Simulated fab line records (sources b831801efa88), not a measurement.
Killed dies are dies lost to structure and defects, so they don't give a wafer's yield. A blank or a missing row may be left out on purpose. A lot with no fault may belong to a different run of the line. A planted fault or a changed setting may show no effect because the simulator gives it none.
Struck lot and sound lot, side by side :: flow gf180mcu :: 13 steps out of a route of 602
Sound: these wafers, L569.1, L569.2, L569.5. Wafers struck: L553.3, L553.4, L553.5. The cause is given at the end.
Each step with rows lists, per side, the tool, then ch with its chambers, then its first start. Under that, the readings that differ: sound wafers :: struck wafers :: difference of the means :: sigmas: that difference in standard deviations of wafers without a fault.
alike: words and numbers the same on both sides, and readings whose means are apart by under 2 such deviations; not compared: readings that were withheld, readings missing a value for some wafer, numbers with overlapping values and no deviation given by the record, and bounds like >300 which may hide the same value.
The two part at a step that has a row with sigmas, a row that says differs or no value, or rows on one side only. Numbers that don't overlap but have no deviation are shown without sigmas and don't part them. A reading that every wafer of one side lacks parts them only if that side has two wafers or more.

GF_SAB_OVL_MEAS_10:
  sound: overlay-02 at day 22 23:53; struck: overlay-02 at day 17 07:17
  alike: SAB_OVL
GF_SAB_ETCH_11: etches SiO2 in C4F8/O2/Ar, target depth 55 nm, time 8.5 s.
  sound on rie diel-01 ch 1,3, day 22 23:55; struck on rie diel-01 ch 0,2, day 17 07:19
  alike: oes product au
  not compared: rf hours counter h
then, 1 step without rows for these wafers: GF_SAB_WET_ETCH_12 (etches SiO2 in dHF, target depth 22 nm, time 440 s).
GF_SAB_STRIP_13: strips in O2/N2.
  sound on plasma asher-03 ch 0,1, day 23 00:04; struck on plasma asher-02 ch 0,1, day 17 07:31
reading: drypump motor current A (A)
sound: 5.1 5.2 5.1
struck: 5.9 6.0 5.9
difference: +0.8
sigmas: +2
  alike: heater power w, oes product au, platen temp c, strip time to endpoint s
  not compared: rf hours counter h
then, 2 steps without rows for these wafers: GF_SALICIDE_CLEAN_00 (cleans in SC1/SC2, time 150 s); GF_SALICIDE_WET_ETCH_01 (etches SiO2 in dHF, target depth 5 nm, time 100 s).
GF_SALICIDE_SPUTTER_02: material Co, target thk 10 nm, time 20 s.
  sound: pvd sputter-04 at day 23 00:15; struck: pvd sputter-02 at day 17 07:40
  alike: throttle valve pct
GF_SALICIDE_SPUTTER_03: material TiN, target thk 20 nm, time 16.7 s.
  sound: pvd sputter-04 at day 23 00:17; struck: pvd sputter-02 at day 17 07:41
  alike: throttle valve pct
GF_SALICIDE_RS_MEAS_04: measures by four-point-probe.
  sound: film metro-04 at day 23 00:18; struck: film metro-03 at day 17 07:46
  alike: SALICIDE_TIN_RS
GF_SALICIDE_THK_MEAS_05: measures by xrf.
  sound: film metro-04 at day 23 00:25; struck: film metro-03 at day 17 07:52
  alike: SALICIDE_TIN_THK
GF_SALICIDE_RTA_06: time 30 s.
  sound on rtp anneal-01 ch 0, day 23 00:29; struck on rtp anneal-02 ch 0, day 17 07:56
  alike: anneal temp c max, chamber o2 ppm, lamp power pct, wafer_temp_C_max
then, 1 step without rows for these wafers: GF_SALICIDE_WET_ETCH_07 (etches the open film in SPM, target depth 120 nm).
GF_SALICIDE_RTA_08: time 30 s.
  struck on rtp anneal-02, day 17 08:08; sound on rtp anneal-02 ch 0, day 23 00:41
  no value came back on the struck wafers for anneal temp c max, chamber o2 ppm, lamp power pct (%), wafer_temp_C_max; on the sound wafers anneal temp c max reads 804.2 803.2 804.1

## WHERE THEY PART
At GF_SAB_STRIP_13 first; at GF_SALICIDE_RTA_08 last (within this record only).

WHY: what had been put in by the simulator
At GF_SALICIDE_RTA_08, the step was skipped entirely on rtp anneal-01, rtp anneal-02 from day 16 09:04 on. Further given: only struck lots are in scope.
